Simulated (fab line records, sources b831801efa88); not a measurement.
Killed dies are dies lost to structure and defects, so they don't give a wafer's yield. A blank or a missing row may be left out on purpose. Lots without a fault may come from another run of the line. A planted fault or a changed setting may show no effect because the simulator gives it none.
Chamber matching | flow gf180mcu | GF_HV_LDD_ETCHBACK_58 on rie_diel-02: 4 sister chambers
The step etches Si3N4 in CH3F/O2, stops on SiO2, time 100 s, target depth 90 nm. 18 wafers are shown with their chamber, then 9 later ones without.

WAFERS WITH THEIR CHAMBER
wafer  | chamber | throttle_valve_pct (%) | oes_product_au (a.u.)
L075.1 | 2       | 10.559                 | 0.854
L075.2 | 0       | 10.576                 | 0.842
L075.4 | 3       | 10.560                 | 0.864
L081.1 | 3       | 10.557                 | 0.859
L081.2 | 0       | 10.550                 | 0.849
L081.5 | 0       | 10.575                 | 0.849
L083.1 | 2       | 10.542                 | 0.834
L083.3 | 3       | 10.555                 | 0.838
L083.6 | 0       | 10.568                 | 0.836
L084.2 | 2       | 10.561                 | 0.842
L084.4 | 0       | 10.562                 | 0.837
L084.5 | 3       | 10.533                 | 0.840
L085.3 | 1       | 10.566                 | 0.847
L085.4 | 2       | 10.561                 | 0.837
L085.6 | 1       | 10.574                 | 0.844
L086.2 | 2       | 10.554                 | 0.853
L086.5 | 1       | 10.553                 | 0.848
L086.6 | 2       | 10.567                 | 0.846

SIGNATURES (means of the wafers above)
reading            | chamber 0 | chamber 1 | chamber 2 | chamber 3 | scatter within a chamber
throttle_valve_pct | 10.56620  | 10.56433  | 10.55733  | 10.55125  | 0.0104
oes_product_au     | 0.84260   | 0.84633   | 0.84433   | 0.85025   | 0.00855
Rule: a wafer's distance from a chamber is the root of the sum, over the readings, of the square of ((its reading less the chamber's mean) divided by the reading's scatter). The wafer belongs to the nearest chamber; if the next one is less than 2 further off, it can't be placed. The scatter: the root of (the sum of the squares of (reading less its chamber's mean) over the shown wafers, divided by (wafers less chambers)).

WAFERS WITHOUT THEIR CHAMBER
wafer  | throttle_valve_pct (%) | oes_product_au (a.u.)
L088.1 | 10.554                 | 0.846
L088.4 | 10.565                 | 0.846
L088.6 | 10.556                 | 0.835
L089.2 | 10.561                 | 0.852
L089.3 | 10.557                 | 0.843
L089.4 | 10.563                 | 0.841
L095.1 | 10.545                 | 0.856
L095.3 | 10.557                 | 0.850
L095.5 | 10.557                 | 0.842

WHICH CHAMBER EACH WENT THROUGH
wafer  | from the rows above               | in truth
L088.1 | can't be placed: 2 or 3 or 1 or 0 | 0
L088.4 | can't be placed: 1 or 0 or 2 or 3 | 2
L088.6 | can't be placed: 2 or 0 or 1 or 3 | 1
L089.2 | can't be placed: 1 or 3 or 2 or 0 | 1
L089.3 | can't be placed: 2 or 1 or 0 or 3 | 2
L089.4 | can't be placed: 0 or 1 or 2 or 3 | 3
L095.1 | can't be placed: 3 or 2 or 1 or 0 | 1
L095.3 | can't be placed: 3 or 2 or 1 or 0 | 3
L095.5 | can't be placed: 2 or 1 or 0 or 3 | 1
Placed correctly: 0 of 9. Can't be placed from these rows: 9 (the true chamber is among the candidates in 9). Placed wrongly: 0.
